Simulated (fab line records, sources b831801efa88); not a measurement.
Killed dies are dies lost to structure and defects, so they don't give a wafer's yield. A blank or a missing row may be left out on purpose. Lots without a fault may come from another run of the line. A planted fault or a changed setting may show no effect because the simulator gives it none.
fab line records | flow gf180mcu
record lots=24 wafers=72 last_day=34
route steps=602 shown DUAL_GATE@144 V1@361 V2@397 M3@409 M4@471
lots that met no fault: from a run of the same line without faults
start_h: hours from the record's first day to the start of the lot's first wafer shown | wait_h: hours since the lot's step before | " the same as in the row above | L1.1+2: a row that stands for several wafers | - no value, or no start given | * or withheld: withheld | < > ~ a bound
route shown NAME@n: a module of which the file shows steps, and the number in the route of the first | usual: mean/standard deviation of fault-free wafers | same: alike in all rows | chamber/n: place in a boat | sites: the reading at each site | _std_site: their standard deviation | _edge_site: outer sites' mean less inner sites' | radius_mm: how far each site lies from the wafer's centre | mask NAME#n: copy n | behind: the tool/chamber that last shaped the wafer | hold: why the lot was held/for how many hours/how that ended | device: the transistor (n, p or np) that didn't switch | end of line: the same wafers' tests at the end of the route | a step without rows: its recipe alone | killed: dies lost to structure and defects at the first sort, not the wafer's yield | map: a wafer's dies, x killed, . not, _ none there
set.NAME: the setting as run; set.NAME@STEP: as run at that earlier step | model.NAME: the simulator's own value behind a step, which no gauge read
steps of the route over a sample of lots; a table a step, a row a wafer
services: from which hour (start_h, from the record's first day; less than 0 if before it) a tool's chamber was out of use, for how many hours, and why
## steps
# step GF_DUAL_GATE_THK_MEAS_03
# recipe reads=SiO2_of_DUAL_GATE_OXIDATION_02
# usual DUAL_GATE_OXIDATION_00_THK=11.16/0.26
# columns lot.wafer tool chamber start_h wait_h DUAL_GATE_OXIDATION_00_THK[nm]
L074.2 film_metro-02 - 161.13 0.0 10.88
L074.3 " - " " 11.04
L074.6 " - " " 10.74
L075.1 film_metro-02 - 168.95 0.0 11.31
L075.3 " - " " 11.37
L075.6 " - " " 11.31
L076.4 film_metro-01 - 174.35 0.0 11.45
L076.5 " - " " 11.32
L076.6 " - " " 11.41
L077.4 film_metro-02 - 182.47 0.0 10.83
L077.5 " - " " 10.73
L077.6 " - " " 10.76
L078.1 film_metro-02 - 187.96 0.0 11.39
L078.2 " - " " 11.29
L078.4 " - " " 11.09
L079.1 film_metro-02 - 190.71 0.0 11.22
L079.4 " - " " 11.29
L079.6 " - " " 11.33
L080.1 film_metro-02 - 202.99 0.0 11.27
L080.2 " - " " 11.04
L080.3 " - " " 11.19
L081.3 film_metro-02 - 209.18 0.0 11.33
L081.4 " - " " 11.29
L081.6 " - " " 11.34
L082.2 film_metro-04 - 216.32 0.0 11.07
L082.3 " - " " 11.09
L082.4 " - " " 11.32
L083.1 film_metro-01 - 219.43 0.0 10.69
L083.3 " - " " 10.84
L083.4 " - " " 10.67
L084.1 film_metro-04 - 229.21 0.0 11.25
L084.4 " - " " 11.16
L084.5 " - " " 11.12
L085.2 film_metro-02 - 233.69 0.0 10.89
L085.3 " - " " 10.91
L085.4 " - " " 10.72
L086.1 film_metro-04 - 242.96 0.0 11.72
L086.2 " - " " 11.53
L086.3 " - " " 11.51
L087.1 film_metro-01 - 248.46 0.0 11.52
L087.2 " - " " 11.40
L087.6 " - " " 11.58
L088.1 film_metro-02 - 253.59 0.0 11.94
L088.3 " - " " 11.86
L088.6 " - " " 11.57
L089.1 film_metro-04 - 262.15 0.0 11.09
L089.2 " - " " 10.97
L089.6 " - " " 11.01
L090.4 film_metro-01 - 269.89 0.0 11.14
L090.5 " - " " 11.38
L090.6 " - " " 11.18
L091.3 film_metro-04 - 274.37 0.0 10.85
L091.5 " - " " 11.07
L091.6 " - " " 10.87
L092.1 film_metro-04 - 280.94 0.0 11.22
L092.4 " - " " 11.18
L092.6 " - " " 11.13
L093.1 film_metro-02 - 290.13 0.0 11.10
L093.5 " - " " 11.25
L093.6 " - " " 11.16
L094.1 film_metro-01 - 298.55 0.0 11.00
L094.3 " - " " 10.83
L094.4 " - " " 11.03
L095.2 film_metro-01 - 301.44 0.0 11.08
L095.3 " - " " 10.96
L095.6 " - " " 11.15
L096.1 film_metro-01 - 305.66 0.0 10.81
L096.2 " - " " 11.07
L096.3 " - " " 10.73
L097.2 film_metro-01 - 316.32 0.0 11.20
L097.3 " - " " 11.25
L097.4 " - " " 11.33
# step GF_V1_CMP_26
# recipe stop_on=SiO2 down_force_psi=3.5 platen_rpm=60 t_overpolish_s=15 target_thk_nm=0 pad_velocity_m_s=0.94248
# usual edge_zone_pressure_frac=1.000/0.0053 motor_current_A=10.7/0.84 overpolish_run_s=15.001/0.0099 time_to_endpoint_s=87/4
# columns lot.wafer tool chamber start_h wait_h edge_zone_pressure_frac motor_current_A overpolish_run_s time_to_endpoint_s
L074.2 cmp-02 3 414.76 0.1 0.999 11.4 15.011 86
L074.3 " 0 " " 0.997 10.3 14.994 82
L074.6 " 2 " " 0.995 10.8 14.999 88
L075.1 cmp-02 0 426.96 0.1 0.993 10.5 14.999 82
L075.3 " 2 " " 0.999 10.4 15.013 86
L075.6 " 1 " " 0.997 10.4 15.015 90
L076.4 cmp-01 1 432.56 0.0 1.004 11.6 14.994 86
L076.6 " 1 " " 0.997 11.3 14.986 88
L076.5 " 2 " " 1.013 9.4 14.998 97
L077.4 cmp-01 0 442.72 0.0 1.002 10.5 14.988 92
L077.6 " 0 " " 1.005 9.8 14.992 93
L077.5 " 1 " " 0.995 11.5 14.996 87
L078.2 cmp-01 1 453.65 0.0 1.000 10.9 15.019 86
L078.4 " 2 " " 0.993 9.8 15.001 89
L078.1 " 3 " " 1.000 13.2 14.992 82
L079.4 cmp-02 3 459.03 0.1 1.005 10.7 15.011 83
L079.1 " 0 " " 1.009 10.5 14.980 86
L079.6 " 2 " " 1.001 10.9 15.001 83
L080.1 cmp-02 0 473.86 0.1 0.998 10.8 14.988 83
L080.2 " 2 " " 0.993 11.1 14.995 81
L080.3 " 3 " " 0.996 11.1 15.001 85
L081.3 cmp-02 1 484.56 0.0 0.997 10.2 14.992 91
L081.4 " 0 " " 1.000 10.0 15.001 84
L081.6 " 2 " " 0.994 11.0 15.011 85
L082.2 cmp-02 1 490.33 0.0 1.007 10.4 15.017 91
L082.3 " 2 " " 1.001 11.0 15.008 83
L082.4 " 0 " " 0.995 10.1 15.007 79
L083.4 cmp-01 3 494.42 0.1 1.002 12.6 14.996 85
L083.1 " 0 " " 0.992 10.1 14.998 92
L083.3 " 1 " " 0.999 11.7 14.985 85
L084.4 cmp-01 0 509.62 0.0 1.006 9.5 15.014 93
L084.1 " 2 " " 1.003 10.2 15.007 94
L084.5 " 1 " " 0.995 10.8 15.024 86
L085.4 cmp-02 3 515.06 0.0 1.006 10.8 14.994 88
L085.2 " 0 " " 0.991 9.8 14.995 83
L085.3 " 1 " " 1.006 10.5 15.018 92
L086.3 cmp-01 1 531.11 0.0 1.004 11.0 14.972 86
L086.1 " 3 " " 1.000 13.2 14.998 86
L086.2 " 0 " " 0.991 10.2 15.018 92
L087.2 cmp-02 2 531.51 0.1 1.004 10.8 15.008 85
L087.1 " 0 " " 0.990 9.8 15.010 82
L087.6 " 1 " " 0.998 9.9 14.995 89
L088.1 cmp-02 0 537.94 0.1 1.002 10.6 15.000 81
L088.3 " 1 " " 1.006 10.2 14.999 90
L088.6 " 3 " " 1.006 10.5 15.010 85
L089.1 cmp-02 1 551.03 0.1 1.000 10.1 15.019 88
L089.2 " 0 " " 1.002 10.3 14.994 86
L089.6 " 2 " " 0.999 11.0 15.004 85
L090.4 cmp-01 0 559.01 0.0 0.996 10.3 14.995 91
L090.6 " 0 " " 1.001 10.3 15.012 92
L090.5 " 1 " " 1.001 11.4 15.002 89
L091.3 cmp-01 2 561.53 0.0 1.000 9.5 15.003 89
L091.6 " 2 " " 0.994 9.6 15.013 90
L091.5 " 3 " " 0.996 12.7 14.999 83
L092.1 cmp-02 1 568.60 0.1 0.998 9.7 15.010 84
L092.4 " 2 " " 0.996 10.7 15.001 82
L092.6 " 3 " " 1.006 11.0 14.999 81
L093.1 cmp-02 0 583.18 0.1 1.000 10.0 14.986 80
L093.6 " 0 " " 1.014 9.8 15.009 82
L093.5 " 1 " " 0.992 10.4 14.980 83
L094.4 cmp-01 3 588.01 0.0 0.994 12.5 15.013 87
L094.1 " 1 " " 1.002 10.8 15.003 86
L094.3 " 2 " " 1.004 9.4 15.007 94
L095.3 cmp-02 2 592.01 0.0 0.996 10.8 14.988 85
L095.2 " 1 " " 1.001 10.2 14.992 87
L095.6 " 3 " " 1.002 10.5 14.995 89
L096.2 cmp-02 0 595.54 0.0 0.999 10.3 14.993 83
L096.3 " 2 " " 1.011 11.5 15.016 85
L096.1 " 3 " " 1.002 10.5 15.019 85
L097.3 cmp-01 2 606.60 0.5 0.998 10.2 14.999 92
L097.2 " 3 " " 1.000 13.2 15.000 86
L097.4 " 0 " " 1.000 10.3 14.994 90
# step GF_V2_OVL_MEAS_15
# usual V2_OVL=3/4.9
# columns lot.wafer tool chamber start_h wait_h V2_OVL[nm]
L074.2 overlay-01 - 465.12 0.1 15
L074.3 " - " " 3
L074.6 " - " " 5
L075.1 overlay-01 - 477.23 0.1 6
L075.3 " - " " 16
L075.6 " - " " 8
L076.4 overlay-01 - 482.46 0.1 4
L076.5 " - " " 1
L076.6 " - " " 4
L077.4 overlay-02 - 492.83 0.1 8
L077.5 " - " " 10
L077.6 " - " " 10
L078.1 overlay-01 - 503.91 0.1 3
L078.2 " - " " 7
L078.4 " - " " 6
L079.1 overlay-01 - 509.08 0.1 5
L079.4 " - " " 2
L079.6 " - " " 6
L080.1 overlay-01 - 522.84 0.1 -1
L080.2 " - " " 3
L080.3 " - " " 6
L081.3 overlay-01 - 532.95 0.1 2
L081.4 " - " " 5
L081.6 " - " " 4
L082.2 overlay-02 - 538.80 0.1 5
L082.3 " - " " 3
L082.4 " - " " 3
L083.1 overlay-01 - 542.72 0.1 2
L083.3 " - " " 2
L083.4 " - " " 1
L084.1 overlay-01 - 556.51 0.1 -7
L084.4 " - " " -4
L084.5 " - " " -5
L085.2 overlay-01 - 562.03 0.1 -6
L085.3 " - " " -2
L085.4 " - " " -3
L086.1 overlay-02 - 577.39 0.1 3
L086.2 " - " " 4
L086.3 " - " " 7
L087.1 overlay-01 - 578.26 0.1 2
L087.2 " - " " 0
L087.6 " - " " 3
L088.1 overlay-01 - 584.06 0.1 2
L088.3 " - " " 1
L088.6 " - " " 7
L089.1 overlay-01 - 596.29 0.1 0
L089.2 " - " " 5
L089.6 " - " " -2
L090.4 overlay-02 - 604.63 0.1 -3
L090.5 " - " " -4
L090.6 " - " " -2
L091.3 overlay-02 - 605.32 0.1 2
L091.5 " - " " 4
L091.6 " - " " 0
L092.1 overlay-01 - 612.14 0.1 13
L092.4 " - " " 13
L092.6 " - " " 15
L093.1 overlay-02 - 626.72 0.1 4
L093.5 " - " " -2
L093.6 " - " " 12
L094.1 overlay-02 - 632.19 0.1 3
L094.3 " - " " 2
L094.4 " - " " 7
L095.2 overlay-01 - 635.87 0.1 -4
L095.3 " - " " 7
L095.6 " - " " 2
L096.1 overlay-01 - 637.52 0.1 4
L096.2 " - " " -4
L096.3 " - " " 1
L097.2 overlay-02 - 648.88 0.1 3
L097.3 " - " " 3
L097.4 " - " " 8
# step GF_V2_STRIP_18
# recipe chemistry=O2/N2 power_w=1400 pressure_mtorr=1500 platen_temp_c=250 o2_flow_sccm=3000 n2_flow_sccm=300 overash_fraction=0.5
# usual drypump_motor_current_A=5.9/0.6 heater_power_w=325/25 oes_product_au=0.593/0.0048
# columns lot.wafer tool chamber start_h wait_h drypump_motor_current_A heater_power_w oes_product_au rf_hours_counter_h
L074.2 plasma_asher-03 1 465.28 - 6.0 312 0.592 78
L074.3 " 0 " " 6.6 354 0.593 -
L074.6 " 0 " " 6.6 348 0.589 -
L075.1 plasma_asher-01 1 477.39 - 5.8 316 0.590 69
L075.3 " 0 " " 5.6 292 0.595 -
L075.6 " 1 " " 5.8 321 0.599 -
L076.4 plasma_asher-03 0 482.64 - 6.6 365 0.588 -
L076.5 " 1 " " 6.0 301 0.596 -
L076.6 " 0 " " 6.6 364 0.588 -
L077.4 plasma_asher-01 1 493.08 - 5.8 306 0.586 -
L077.5 " 1 " " 5.8 323 0.593 -
L077.6 " 0 " " 5.6 302 0.588 -
L078.1 plasma_asher-03 0 504.08 - 6.6 352 0.594 82
L078.2 " 1 " " 6.0 308 0.592 82
L078.4 " 1 " " 6.0 309 0.580 -
L079.1 plasma_asher-04 1 509.24 - 4.7 361 0.587 41
L079.4 " 0 " " 6.7 333 0.591 -
L079.6 " 1 " " 4.7 359 0.588 -
L080.1 plasma_asher-01 1 523.01 - 5.8 309 0.594 74
L080.2 " 0 " " 5.6 296 0.591 74
L080.3 " 1 " " 5.8 317 0.586 -
L081.3 plasma_asher-01 1 533.14 - 5.8 315 0.591 -
L081.4 " 0 " " 5.6 303 0.598 -
L081.6 " 1 " " 5.9 315 0.591 -
L082.2 plasma_asher-03 0 538.95 - 6.7 360 0.596 86
L082.3 " 0 " " 6.7 361 0.589 -
L082.4 " 1 " " 6.0 306 0.594 -
L083.1 plasma_asher-04 0 542.89 - 6.7 323 0.598 45
L083.3 " 1 " " 4.7 364 0.599 -
L083.4 " 0 " " 6.7 323 0.590 -
L084.1 plasma_asher-04 0 556.68 - 6.7 330 0.593 46
L084.4 " 0 " " 6.7 336 0.606 -
L084.5 " 0 " " 6.7 330 0.596 -
L085.2 plasma_asher-01 0 562.19 - 5.6 298 0.599 78
L085.3 " 0 " " 5.6 293 0.600 -
L085.4 " 1 " " 5.8 323 0.588 -
L086.1 plasma_asher-04 1 577.56 - 4.8 352 0.594 49
L086.2 " 0 " " 6.7 323 0.595 49
L086.3 " 1 " " 4.7 358 0.598 -
L087.1 plasma_asher-03 1 578.43 - 6.0 313 0.603 90
L087.2 " 0 " " 6.6 370 0.593 90
L087.6 " 1 " " 6.0 303 0.588 -
L088.1 plasma_asher-04 0 584.23 - 6.7 329 0.594 49
L088.3 " 1 " " 4.7 363 0.604 -
L088.6 " 1 " " 4.7 356 0.595 -
L089.1 plasma_asher-01 1 596.46 - 5.8 321 0.593 81
L089.2 " 0 " " 5.6 290 0.590 81
L089.6 " 1 " " 5.8 320 0.594 -
L090.4 plasma_asher-01 1 604.81 - 5.8 328 0.594 -
L090.5 " 1 " " 5.8 322 0.593 -
L090.6 " 0 " " 5.6 289 0.594 -
L091.3 plasma_asher-01 1 605.51 - 5.8 314 0.597 -
L091.5 " 0 " " 5.6 303 0.588 -
L091.6 " 1 " " 5.8 316 0.595 -
L092.1 plasma_asher-03 1 612.31 - 6.0 304 0.593 94
L092.4 " 0 " " 6.6 359 0.599 -
L092.6 " 0 " " 6.6 354 0.598 -
L093.1 plasma_asher-01 0 626.89 - 5.6 299 0.592 84
L093.5 " 0 " " 5.6 289 0.591 -
L093.6 " 1 " " 5.8 324 0.600 -
L094.1 plasma_asher-03 0 632.36 - 6.6 352 0.592 96
L094.3 " 1 " " 6.0 305 0.597 -
L094.4 " 0 " " 6.7 366 0.596 -
L095.2 plasma_asher-03 0 636.03 - 6.6 353 0.593 96
L095.3 " 0 " " 6.7 362 0.589 -
L095.6 " 0 " " 6.6 354 0.595 -
L096.1 plasma_asher-04 1 637.69 - 4.8 372 0.596 56
L096.2 " 0 " " 6.7 326 0.593 56
L096.3 " 0 " " 6.7 326 0.591 -
L097.2 plasma_asher-01 0 649.04 - 5.6 289 0.589 87
L097.3 " 0 " " 5.6 294 0.595 -
L097.4 " 1 " " 5.8 312 0.590 -
# step GF_M3_SPUTTER_00
# recipe material=Ti target_thk_nm=37.5 arriving_ion_energy_ev=80 substrate_temp_c=200 chamber_pressure_pa=2 power_w=4000 time_s=150
# usual chamber_pressure_pa=2.000/0.0038 throttle_valve_pct=29.8/1.2
# columns lot.wafer tool chamber start_h wait_h chamber_pressure_pa throttle_valve_pct
L074.2 pvd_sputter-03 - 466.51 0.1 2.005 30.1
L074.3 " - " " 2.003 29.2
L074.6 " - " " 1.999 29.4
L075.1 pvd_sputter-02 - 478.62 0.2 1.996 29.3
L075.3 " - " " 1.999 27.9
L075.6 " - " " 1.992 28.1
L076.4 pvd_sputter-01 - 483.84 0.1 1.995 28.6
L076.5 " - " " 2.004 30.2
L076.6 " - " " 2.000 28.6
L077.4 pvd_sputter-03 - 494.27 0.1 2.005 29.3
L077.5 " - " " 2.000 29.5
L077.6 " - " " 2.002 29.6
L078.1 pvd_sputter-03 - 505.65 0.1 2.003 28.6
L078.2 " - " " 2.003 30.3
L078.4 " - " " 1.997 29.2
L079.1 pvd_sputter-01 - 510.47 0.1 2.003 30.0
L079.4 " - " " 2.000 31.1
L079.6 " - " " 2.008 28.7
L080.1 pvd_sputter-03 - 524.58 0.1 2.000 28.6
L080.2 " - " " 1.999 30.3
L080.3 " - " " 1.999 29.3
L081.3 pvd_sputter-01 - 534.38 0.1 2.010 28.8
L081.4 " - " " 2.005 28.9
L081.6 " - " " 2.002 28.6
L082.2 pvd_sputter-03 - 540.24 0.2 1.997 29.1
L082.3 " - " " 1.996 29.4
L082.4 " - " " 2.004 30.4
L083.1 pvd_sputter-03 - 544.18 0.1 1.995 28.6
L083.3 " - " " 1.997 30.0
L083.4 " - " " 2.003 29.1
L084.1 pvd_sputter-01 - 557.94 0.1 1.998 31.3
L084.4 " - " " 2.000 28.5
L084.5 " - " " 1.999 30.0
L085.2 pvd_sputter-02 - 563.42 0.1 1.996 28.1
L085.3 " - " " 2.003 29.2
L085.4 " - " " 2.000 32.0
L086.1 pvd_sputter-03 - 578.78 0.1 2.004 29.2
L086.2 " - " " 2.002 30.2
L086.3 " - " " 1.992 29.0
L087.1 pvd_sputter-02 - 579.65 0.2 2.000 32.1
L087.2 " - " " 1.998 27.9
L087.6 " - " " 2.001 32.0
L088.1 pvd_sputter-01 - 585.45 0.2 1.998 31.1
L088.3 " - " " 1.999 30.1
L088.6 " - " " 1.997 28.6
L089.1 pvd_sputter-02 - 597.86 0.2 1.997 31.5
L089.2 " - " " 1.997 29.1
L089.6 " - " " 1.998 29.2
L090.4 pvd_sputter-03 - 606.00 0.1 2.004 29.8
L090.5 " - " " 1.999 30.2
L090.6 " - " " 2.000 28.7
L091.3 pvd_sputter-01 - 607.20 0.2 2.002 29.9
L091.5 " - " " 2.005 28.7
L091.6 " - " " 1.998 30.5
L092.1 pvd_sputter-02 - 613.70 0.2 2.001 29.7
L092.4 " - " " 2.001 28.3
L092.6 " - " " 2.001 32.1
L093.1 pvd_sputter-03 - 628.15 0.2 2.007 29.4
L093.5 " - " " 1.993 29.7
L093.6 " - " " 2.004 28.7
L094.1 pvd_sputter-03 - 633.62 0.1 2.000 29.7
L094.3 " - " " 2.004 28.5
L094.4 " - " " 1.997 29.5
L095.2 pvd_sputter-01 - 637.25 0.2 1.998 31.2
L095.3 " - " " 2.002 30.2
L095.6 " - " " 2.000 29.9
L096.1 pvd_sputter-02 - 638.95 0.1 1.997 31.9
L096.2 " - " " 1.996 28.2
L096.3 " - " " 1.995 29.2
L097.2 pvd_sputter-02 - 650.26 0.2 2.004 32.1
L097.3 " - " " 1.995 31.3
L097.4 " - " " 1.997 27.7
# step GF_M4_OVL_MEAS_15
# usual M4_OVL=-1/5.2
# columns lot.wafer tool chamber start_h wait_h M4_OVL[nm]
L074.2 overlay-01 - 539.33 0.1 -5
L074.3 " - " " 1
L074.6 " - " " -5
L075.1 overlay-02 - 550.87 0.1 0
L075.3 " - " " 1
L075.6 " - " " 0
L076.4 overlay-02 - 556.18 0.1 -3
L076.5 " - " " 1
L076.6 " - " " 0
L077.4 overlay-01 - 566.09 0.1 -1
L077.5 " - " " -5
L077.6 " - " " -1
L078.1 overlay-01 - 576.07 0.1 -5
L078.2 " - " " -9
L078.4 " - " " -2
L079.1 overlay-01 - 581.47 0.1 0
L079.4 " - " " -7
L079.6 " - " " 0
L080.1 overlay-01 - 594.37 0.1 2
L080.2 " - " " -1
L080.3 " - " " -15
L081.3 overlay-01 - 601.93 0.1 4
L081.4 " - " " 4
L081.6 " - " " 7
L082.2 overlay-02 - 608.52 0.1 5
L082.3 " - " " 9
L082.4 " - " " 15
L083.1 overlay-02 - 612.07 0.1 0
L083.3 " - " " 4
L083.4 " - " " -7
L084.1 overlay-01 - 623.92 0.1 2
L084.4 " - " " 2
L084.5 " - " " -1
L085.2 overlay-02 - 629.87 0.1 -8
L085.3 " - " " -3
L085.4 " - " " -15
L086.1 overlay-01 - 643.41 0.1 1
L086.2 " - " " -6
L086.3 " - " " -1
L087.1 overlay-02 - 644.11 0.1 6
L087.2 " - " " 6
L087.6 " - " " 9
L088.1 overlay-02 - 650.52 0.1 2
L088.3 " - " " 5
L088.6 " - " " 2
L089.1 overlay-02 - 661.27 0.1 0
L089.2 " - " " -5
L089.6 " - " " -7
L090.4 overlay-02 - 669.04 0.1 -4
L090.5 " - " " -3
L090.6 " - " " -5
L091.3 overlay-01 - 670.47 0.1 0
L091.5 " - " " -6
L091.6 " - " " 3
L092.1 overlay-01 - 676.47 0.1 4
L092.4 " - " " 6
L092.6 " - " " 6
L093.1 overlay-01 - 690.06 0.1 3
L093.5 " - " " 1
L093.6 " - " " -4
L094.1 overlay-02 - 694.42 0.1 -4
L094.3 " - " " -1
L094.4 " - " " -6
L095.2 overlay-02 - 698.02 0.1 -8
L095.3 " - " " -10
L095.6 " - " " -9
L096.1 overlay-02 - 700.67 0.1 -2
L096.2 " - " " -5
L096.3 " - " " -3
L097.2 overlay-01 - 710.47 0.1 -2
L097.3 " - " " -6
L097.4 " - " " -1
## services
# columns tool chamber start_h hours kind
cmp-01 - 404.00 4.0 pm
pvd_sputter-02 - 404.45 2.6 repair
cmp-01 - 408.00 - consumable_replace:conditioner
cmp-01 - 408.00 - consumable_replace:pad
plasma_asher-01 - 408.09 15.6 pm
plasma_asher-01 - 423.69 10.0 pm
cmp-02 - 441.96 1.8 pm
cmp-02 - 448.48 0.2 repair
cmp-02 - 453.60 0.2 repair
cmp-02 - 479.98 0.5 repair
cmp-01 - 518.34 1.6 repair
pvd_sputter-01 - 540.42 8.2 repair
cmp-01 - 544.44 3.5 repair
pvd_sputter-02 - 547.18 3.6 repair
plasma_asher-03 - 558.93 3.8 repair
cmp-02 - 572.09 4.0 pm
cmp-02 - 576.09 - consumable_replace:conditioner
cmp-02 - 576.09 - consumable_replace:pad
cmp-02 - 601.19 13.8 pm
plasma_asher-03 - 619.02 2.8 pm
cmp-01 - 621.61 4.6 pm
pvd_sputter-01 - 626.53 2.6 repair
cmp-01 - 629.84 2.0 repair
pvd_sputter-01 - 647.07 8.6 repair
## key
fault none
